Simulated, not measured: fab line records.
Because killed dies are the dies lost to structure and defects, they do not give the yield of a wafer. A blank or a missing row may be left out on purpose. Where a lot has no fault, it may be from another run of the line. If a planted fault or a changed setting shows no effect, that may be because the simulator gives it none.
A lot that was struck, set against a sound lot / flow sky130 / 21 out of 708 route steps
Sound: the wafers L307.1, L307.2, L307.6. The struck wafers were L293.4, L293.5, L293.6. The cause is named last.
Each step with rows lists, per side, the tool, then ch with its chambers, then its first start. Under that, the readings that differ: sound wafers / struck wafers / difference of the means / sigmas: that difference in standard deviations of wafers without a fault.
alike: readings with means less than 2 such deviations apart, plus words and numbers identical on both sides. not compared: withheld readings, readings lacking a value on some wafer, bounds such as >300 that could conceal the same value, and numbers that have no deviation in the record and whose values overlap.
The two part at a step that has a row with sigmas, a row that says differs or no value, or rows on one side only. Numbers that have no deviation but don't overlap get no sigmas and don't part them. A reading that every wafer of one side lacks parts them only if that side has two wafers or more.

first, 1 step without rows for these wafers: SKY_RES_XHIGH_IMPLANT_07.
SKY_RES_XHIGH_STRIP_08: strips in O2/N2.
  sound on plasma-asher-04 ch 0,1, day 33 09:19; struck on plasma-asher-04 ch 0,1, day 27 16:10
  alike: drypump-motor-current-A, oes-product-au, strip-time-to-endpoint-s
  not compared: rf-hours-counter-h
SKY_RES_XHIGH_TW_MEAS_09:
  sound on film-metro-02 at day 33 09:25; struck on film-metro-03 at day 27 16:15
  alike: RES_XHIGH_TW
then, 7 steps without rows for these wafers: SKY_SD_N_DEHYDRATE_00 (time 60 s); SKY_SD_N_HMDS_01 (prime time 60 s); SKY_SD_N_COAT_02 (resist thk 1140 nm); SKY_SD_N_SOFTBAKE_03 (time 60 s); SKY_SD_N_EXPOSE_04 (exposes mask NSDM, target cd 380 nm); SKY_SD_N_PEB_05; SKY_SD_N_DEVELOP_06 (develop time 60 s).
SKY_SD_N_CD_MEAS_07: the cd target is 380 nm.
  sound on cd-sem-02 at day 34 11:40; struck on cd-sem-02 at day 28 20:13
  alike: cd-nm
SKY_SD_N_OVL_MEAS_08:
  sound on overlay-01 at day 34 11:47; struck on overlay-02 at day 28 20:17
reading=SD_N_OVL (nm); sound=2.9 1.7 1.8; struck=-0.7 -1.8 -3.4; difference=-4.1; sigmas=-3
SKY_SD_N_IMPLANT_09:
  sound on implanter-01 ch 0, day 34 11:49; struck on implanter-04 ch 0, day 28 20:23
reading=beam-energy-keV; sound=50.017 50.024 50.023; struck=63.840 63.842 63.869; difference=+13.829; sigmas=+99 or more
reading=model.implant.rp-nm (nm); sound=31.39 31.39 31.39; struck=40.16 40.16 40.16; difference=+8.77; sigmas=
reading=model.implant.drp-nm (nm); sound=14.11 14.11 14.11; struck=16.99 16.99 16.99; difference=+2.88; sigmas=
next, for these wafers, 1 step has no rows: SKY_SD_N_IMPLANT_10.
SKY_SD_N_STRIP_11: strips in O2/N2.
  sound on plasma-asher-02 ch 0,1, day 34 12:07; struck on plasma-asher-03 ch 0,1, day 28 20:38
reading=oes-product-au (a.u.); sound=0.530 0.528 0.527; struck=0.500 0.508 0.513; difference=-0.021; sigmas=-5
reading=strip-time-to-endpoint-s (s); sound=22.54 22.54 22.56; struck=24.60 24.60 24.66; difference=+2.07; sigmas=+53
  alike: drypump-motor-current-A
  not compared: rf-hours-counter-h
SKY_SD_N_TW_MEAS_12:
  sound on film-metro-02 at day 34 12:13; struck on film-metro-03 at day 28 20:44
reading=SD_N_TW; sound=3954 3963 3987; struck=4194 4220 4211; difference=+240; sigmas=+10
then, 1 step without rows for these wafers: SKY_SD_N_CLEAN_13 (cleans in SC1/SC2, time 150 s).
SKY_SD_N_RTA_14: time 2 s.
  sound on rtp-anneal-02 ch 0, day 34 12:20; struck on rtp-anneal-02 ch 0, day 28 20:50
  alike: lamp-power-pct, wafer_temp_C_max
SKY_SD_N_RS_MEAS_16: a four-point-probe measurement.
  sound on film-metro-02 at day 34 12:31; struck on film-metro-04 at day 28 21:03
reading=SD_N_RS (ohm/sq); sound=68.63 68.76 68.63; struck=60.14 60.10 59.93; difference=-8.62; sigmas=-66
SKY_SD_N_RS_MEAS_17: a four-point-probe measurement.
  sound on film-metro-02 at day 34 12:38; struck on film-metro-04 at day 28 21:10
  alike: SD_P_RS
-- a jump in the record: the struck wafers' starts before and after are 18 days apart (it breaks off in module SD_N and resumes in module PAD_OPEN, where the first step shown is number 708 of the route) --
SKY_PAD_OPEN_PROBE_99:
  sound on prober-02 at day 50 09:14; struck on prober-02 at day 46 09:34
reading=killed-at-front-end; sound=10 15 10; struck=16 27 19; difference=+9; sigmas=+2
reading=model.etest.res-ndiff.line-ohm-um; sound=769.3 783.7 780.6; struck=670.6 660 668.1; difference=-111.6; sigmas=
reading=model.etest.sonos-uncharged.r-on-ohm-um; sound=829.1 808.5 817.9; struck=795.4 792.1 791.2; difference=-25.6; sigmas=
reading=model.etest.res-ndiff.rs-ohm-sq; sound=121.9 122.1 122.1; struck=106.5 106.6 106.9; difference=-15.4; sigmas=
reading=model.etest.res-ndiff-hv.rs-ohm-sq; sound=116.1 115.8 115.9; struck=100.9 100.3 101.1; difference=-15.2; sigmas=
reading=model.etest.sonos-programmed.off-log10-a-um; sound=-14.02 -14.1 -14.01; struck=-13.95 -13.88 -13.66; difference=+0.21; sigmas=
reading=model.etest.nfet_01v8_lvt.vt-sat-v (V); sound=0.5474 0.5408 0.5449; struck=0.5192 0.5169 0.5098; difference=-0.0291; sigmas=
  alike: killed_at_M0_to_M3, killed_at_M4_up, killed-at-contacts, killed-at-other, killed-dies, killed-open, killed-short

WHERE THEY PART
First at SKY_SD_N_OVL_MEAS_08; last, within this record, at SKY_PAD_OPEN_PROBE_99.

WHY: what the simulator had put in
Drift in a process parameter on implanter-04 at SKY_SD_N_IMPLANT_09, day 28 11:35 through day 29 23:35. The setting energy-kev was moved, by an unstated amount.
